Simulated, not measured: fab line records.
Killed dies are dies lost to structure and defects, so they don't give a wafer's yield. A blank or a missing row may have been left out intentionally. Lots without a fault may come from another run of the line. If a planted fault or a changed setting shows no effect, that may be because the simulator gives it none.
The tool behind it: which one? :: flow gf180mcu :: 13 lots with 39 wafers sampled at 5 steps, on a route of 602 steps

## WHAT EACH GAUGE READ, for each wafer
GF_HV_LDD_CD_MEAS_46 targets a cd of 400 nm.
lot: L158
measured: day 13 06:55
on: cd-sem-01
cd-nm (nm): 396.4 398.4 398.1

lot: L159
measured: day 13 15:56
on: cd-sem-01
cd-nm (nm): 401.4 397.5 399.8

lot: L163
measured: day 15 01:37
on: cd-sem-01
cd-nm (nm): 398.7 400.6 398.3

lot: L164
measured: day 15 09:52
on: cd-sem-02
cd-nm (nm): 400.3 402.1 400.5

lot: L165
measured: day 15 22:01
on: cd-sem-02
cd-nm (nm): 403.1 400.7 403.1

lot: L166
measured: day 15 22:44
on: cd-sem-02
cd-nm (nm): 397.7 400.0 398.7

lot: L170
measured: day 17 09:54
on: cd-sem-01
cd-nm (nm): 395.5 397.0 396.1

lot: L171
measured: day 17 20:17
on: cd-sem-01
cd-nm (nm): 400.0 398.7 400.2

lot: L173
measured: day 18 13:55
on: cd-sem-02
cd-nm (nm): 405.4 401.4 402.9

lot: L174
measured: day 18 17:23
on: cd-sem-02
cd-nm (nm): 401.7 401.4 400.1

lot: L175
measured: day 19 02:37
on: cd-sem-02
cd-nm (nm): 401.7 401.2 399.2

lot: L176
measured: day 19 09:56
on: cd-sem-02
cd-nm (nm): 399.4 401.1 401.2

lot: L178
measured: day 19 23:49
on: cd-sem-02
cd-nm (nm): 400.2 400.3 399.4

GF_PSD_CD_MEAS_07 targets a cd of 400 nm.
lot: L158
measured: day 15 04:43
on: cd-sem-02
cd-nm (nm): 400.5 400.5 404.9

lot: L159
measured: day 15 13:28
on: cd-sem-02
cd-nm (nm): 399.4 399.7 399.7

lot: L163
measured: day 17 01:58
on: cd-sem-01
cd-nm (nm): 399.2 400.7 398.5

lot: L164
measured: day 17 09:44
on: cd-sem-01
cd-nm (nm): 405.2 405.6 402.0

lot: L165
measured: day 18 01:01
on: cd-sem-01
cd-nm (nm): 399.5 399.2 398.9

lot: L166
measured: day 18 01:19
on: cd-sem-02
cd-nm (nm): 397.9 400.8 398.2

lot: L170
measured: day 19 13:29
on: cd-sem-02
cd-nm (nm): 398.9 400.8 399.4

lot: L171
measured: day 19 22:53
on: cd-sem-02
cd-nm (nm): 401.2 399.9 400.8

lot: L173
measured: day 20 17:31
on: cd-sem-02
cd-nm (nm): 404.0 401.1 402.0

lot: L174
measured: day 20 22:41
on: cd-sem-02
cd-nm (nm): 397.2 397.0 395.1

lot: L175
measured: day 21 06:49
on: cd-sem-02
cd-nm (nm): 401.2 400.6 401.3

lot: L176
measured: day 21 14:29
on: cd-sem-01
cd-nm (nm): 401.4 403.1 401.7

lot: L178
measured: day 22 03:31
on: cd-sem-01
cd-nm (nm): 401.7 398.8 399.0

GF_CONTACT_THK_MEAS_01.
lot: L158
measured: day 16 04:34
on: film-metro-04
CONTACT_CVD_00_THK (nm): 300 301 301

lot: L159
measured: day 16 12:43
on: film-metro-03
CONTACT_CVD_00_THK (nm): 294 298 297

lot: L163
measured: day 18 03:40
on: film-metro-02
CONTACT_CVD_00_THK (nm): 453 455 456

lot: L164
measured: day 18 10:56
on: film-metro-03
CONTACT_CVD_00_THK (nm): 454 454 455

lot: L165
measured: day 19 02:10
on: film-metro-02
CONTACT_CVD_00_THK (nm): 296 297 297

lot: L166
measured: day 19 02:40
on: film-metro-04
CONTACT_CVD_00_THK (nm): 450 456 454

lot: L170
measured: day 20 15:46
on: film-metro-02
CONTACT_CVD_00_THK (nm): 307 302 303

lot: L171
measured: day 21 00:52
on: film-metro-03
CONTACT_CVD_00_THK (nm): 301 302 303

lot: L173
measured: day 21 19:28
on: film-metro-03
CONTACT_CVD_00_THK (nm): 296 299 297

lot: L174
measured: day 22 00:33
on: film-metro-03
CONTACT_CVD_00_THK (nm): 302 305 301

lot: L175
measured: day 22 08:52
on: film-metro-02
CONTACT_CVD_00_THK (nm): 298 300 296

lot: L176
measured: day 22 15:02
on: film-metro-03
CONTACT_CVD_00_THK (nm): 301 301 301

lot: L178
measured: day 23 04:55
on: film-metro-02
CONTACT_CVD_00_THK (nm): 298 300 295

## WHAT TOOL EACH LOT RAN ON (gives the tool, then ch and the chambers of the sampled wafers, and finally the start)
lot: L158
GF_SALICIDE_SPUTTER_03: pvd-sputter-02, day 16 04:00
GF_CONTACT_CVD_00: hdpcvd-01 ch 0,1, day 16 04:30

lot: L159
GF_SALICIDE_SPUTTER_03: pvd-sputter-04, day 16 12:08
GF_CONTACT_CVD_00: hdpcvd-01 ch 0,1, day 16 12:38

lot: L163
GF_SALICIDE_SPUTTER_03: pvd-sputter-01, day 18 03:05
GF_CONTACT_CVD_00: hdpcvd-01 ch 0,1,2, day 18 03:37

lot: L164
GF_SALICIDE_SPUTTER_03: pvd-sputter-02, day 18 10:23
GF_CONTACT_CVD_00: hdpcvd-01 ch 1,2, day 18 10:54

lot: L165
GF_SALICIDE_SPUTTER_03: pvd-sputter-01, day 19 01:36
GF_CONTACT_CVD_00: hdpcvd-02 ch 0,1,2, day 19 02:06

lot: L166
GF_SALICIDE_SPUTTER_03: pvd-sputter-02, day 19 02:07
GF_CONTACT_CVD_00: hdpcvd-01 ch 0,1, day 19 02:37

lot: L170
GF_SALICIDE_SPUTTER_03: pvd-sputter-04, day 20 15:06
GF_CONTACT_CVD_00: hdpcvd-02 ch 0,1,2, day 20 15:43

lot: L171
GF_SALICIDE_SPUTTER_03: pvd-sputter-01, day 21 00:17
GF_CONTACT_CVD_00: hdpcvd-02 ch 0,2, day 21 00:49

lot: L173
GF_SALICIDE_SPUTTER_03: pvd-sputter-04, day 21 18:55
GF_CONTACT_CVD_00: hdpcvd-01 ch 0,1,2, day 21 19:25

lot: L174
GF_SALICIDE_SPUTTER_03: pvd-sputter-01, day 21 23:54
GF_CONTACT_CVD_00: hdpcvd-01 ch 0,2, day 22 00:29

lot: L175
GF_SALICIDE_SPUTTER_03: pvd-sputter-01, day 22 08:19
GF_CONTACT_CVD_00: hdpcvd-01 ch 0,2, day 22 08:49

lot: L176
GF_SALICIDE_SPUTTER_03: pvd-sputter-01, day 22 14:28
GF_CONTACT_CVD_00: hdpcvd-01 ch 0,1,2, day 22 14:58

lot: L178
GF_SALICIDE_SPUTTER_03: pvd-sputter-04, day 23 04:21
GF_CONTACT_CVD_00: hdpcvd-01 ch 0,1,2, day 23 04:52
- GF_SALICIDE_SPUTTER_03: material TiN, target thk 20 nm, time 16.7 s.
- GF_CONTACT_CVD_00: deposits SiO2, target thk 300 nm, time 50 s.

## WHAT THE TOOLS THEMSELVES READ (means of the sampled wafers that have a number; where no wafer has one, the mark that the record gives instead)
GF_SALICIDE_SPUTTER_03.
lot: L158
tool: pvd-sputter-02
throttle-valve-pct (%): 29.1

lot: L159
tool: pvd-sputter-04
throttle-valve-pct (%): 29.9

lot: L163
tool: pvd-sputter-01
throttle-valve-pct (%): 28.8

lot: L164
tool: pvd-sputter-02
throttle-valve-pct (%): 29.3

lot: L165
tool: pvd-sputter-01
throttle-valve-pct (%): 28.6

lot: L166
tool: pvd-sputter-02
throttle-valve-pct (%): 28.6

lot: L170
tool: pvd-sputter-04
throttle-valve-pct (%): 30.2

lot: L171
tool: pvd-sputter-01
throttle-valve-pct (%): 28.3

lot: L173
tool: pvd-sputter-04
throttle-valve-pct (%): 29.9

lot: L174
tool: pvd-sputter-01
throttle-valve-pct (%): 28.6

lot: L175
tool: pvd-sputter-01
throttle-valve-pct (%): 29.1

lot: L176
tool: pvd-sputter-01
throttle-valve-pct (%): 29.1

lot: L178
tool: pvd-sputter-04
throttle-valve-pct (%): 30.2

GF_CONTACT_CVD_00.
lot: L158
tool: hdpcvd-01
sih4-flow-sccm (sccm): 60.10

lot: L159
tool: hdpcvd-01
sih4-flow-sccm (sccm): 59.97

lot: L163
tool: hdpcvd-01
sih4-flow-sccm (sccm): 90.01

lot: L164
tool: hdpcvd-01
sih4-flow-sccm (sccm): 90.26

lot: L165
tool: hdpcvd-02
sih4-flow-sccm (sccm): 60.15

lot: L166
tool: hdpcvd-01
sih4-flow-sccm (sccm): 89.91

lot: L170
tool: hdpcvd-02
sih4-flow-sccm (sccm): 59.97

lot: L171
tool: hdpcvd-02
sih4-flow-sccm (sccm): 59.96

lot: L173
tool: hdpcvd-01
sih4-flow-sccm (sccm): 59.97

lot: L174
tool: hdpcvd-01
sih4-flow-sccm (sccm): 60.24

lot: L175
tool: hdpcvd-01
sih4-flow-sccm (sccm): 60.04

lot: L176
tool: hdpcvd-01
sih4-flow-sccm (sccm): 59.98

lot: L178
tool: hdpcvd-01
sih4-flow-sccm (sccm): 60.02

## THE ANSWER, worked out from the rows above alone
Rule: the lots themselves supply what counts as usual. Put in order of their means at a reading, lots are off if they are a third of the lots or fewer, leave a main group of 4 or more, and stand apart from it by a gap of 3 or more times the standard deviation of the main group's means; of several such gaps the widest counts. A main group is skipped when, at the precision printed for the reading in the tables above, its means are all equal. A lot without any number at a reading at which 4 lots or more have one is off too. Where the step has rows for the other lots, those lots are counted as sound. The gauges are gone through in route order, then the tools' own readings, and for those a lot's mean is taken as printed above. The first step at which some lot is off is used, and at that step the reading that is off furthest; a lot without a number counts as furthest.
Off: at GF_CONTACT_THK_MEAS_01 (CONTACT_CVD_00_THK), L163, L164, L166. The main group has a mean of 300 nm with a standard deviation of 2.6.
A tool fits if, at a process step before that reading, it ran every lot that is off, and no sound lot after the first of them. Not tried: the gauges at GF_CONTACT_THK_MEAS_01; whatever is off there is also off at GF_CONTACT_CVD_00, on other tools, and gauge error can't account for it. None of those tried fits.

## WHAT WAS PUT IN BY THE SIMULATOR
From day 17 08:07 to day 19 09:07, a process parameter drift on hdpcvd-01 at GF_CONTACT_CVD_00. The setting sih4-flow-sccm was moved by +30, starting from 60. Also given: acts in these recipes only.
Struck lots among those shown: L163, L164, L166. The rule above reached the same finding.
